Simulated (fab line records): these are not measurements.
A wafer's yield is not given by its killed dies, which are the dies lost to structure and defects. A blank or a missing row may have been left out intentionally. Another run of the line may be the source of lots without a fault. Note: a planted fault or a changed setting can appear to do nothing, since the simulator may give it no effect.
Matching of chambers + flow sky130 + cmp-01 running SKY_VIA4_CMP_02: 4 sister chambers
The step polishes SiO2. 14 wafers are shown with their chamber, then 7 later ones without.

== WAFERS PAIRED WITH THEIR CHAMBERS ==
| wafer  | chamber | motorCurrentA (A) | edgeZonePressureFrac |
|--------|---------|-------------------|----------------------|
| L640.2 | 1       | 10.8              | 0.996                |
| L640.4 | 0       | 13.1              | 0.998                |
| L640.6 | 1       | 11.3              | 0.998                |
| L639.4 | 2       | 9.5               | 1.007                |
| L639.5 | 0       | 12.5              | 0.993                |
| L639.6 | 1       | 11.4              | 0.999                |
| L641.1 | 0       | 12.5              | 1.001                |
| L641.3 | 2       | 9.6               | 1.002                |
| L641.6 | 0       | 13.7              | 1.003                |
| L642.1 | 3       | 11.3              | 0.997                |
| L642.5 | 1       | 10.6              | 1.001                |
| L642.6 | 2       | 9.3               | 0.998                |
| L645.3 | 0       | 12.8              | 0.994                |
| L645.5 | 1       | 11.3              | 1.004                |

SIGNATURES, as means of the wafers listed above
| reading              | chamber 0 | chamber 1 | chamber 2 | chamber 3 | scatter within a chamber |
|----------------------|-----------|-----------|-----------|-----------|--------------------------|
| motorCurrentA        | 12.920    | 11.080    | 9.467     | 11.300    | 0.395                    |
| edgeZonePressureFrac | 0.99780   | 0.99960   | 1.00233   | 0.99700   | 0.00391                  |
Rule: distance of a wafer from a chamber = root of the sum over the readings of ((wafer's reading minus chamber's mean) / reading's scatter) squared. If the next closest chamber is less than 2 further off than the closest, the wafer can't be placed; otherwise it belongs to the closest. The scatter is the square root of a quotient: the sum, over the shown wafers, of each reading's squared deviation from its chamber's mean, divided by wafers minus chambers.

== WAFERS WHOSE CHAMBER IS MISSING ==
| wafer  | motorCurrentA (A) | edgeZonePressureFrac |
|--------|-------------------|----------------------|
| L645.6 | 13.5              | 0.996                |
| L647.1 | 9.0               | 1.003                |
| L647.2 | 10.5              | 0.995                |
| L647.6 | 12.7              | 1.002                |
| L651.1 | 11.4              | 0.991                |
| L651.2 | 10.8              | 1.002                |
| L651.6 | 11.3              | 0.998                |

== EACH ONE'S CHAMBER ==
| wafer  | from the rows above          | in truth |
|--------|------------------------------|----------|
| L645.6 | 0                            | 0        |
| L647.1 | 2                            | 2        |
| L647.2 | can't be placed: 1 or 3 or 2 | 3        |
| L647.6 | 0                            | 0        |
| L651.1 | can't be placed: 3 or 1      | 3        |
| L651.2 | can't be placed: 1 or 3      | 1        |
| L651.6 | can't be placed: 3 or 1      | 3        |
Correctly placed: 3 of 7. Cannot be placed on the basis of these rows: 4; the candidates contain the true chamber in 4. 0 placed wrongly.
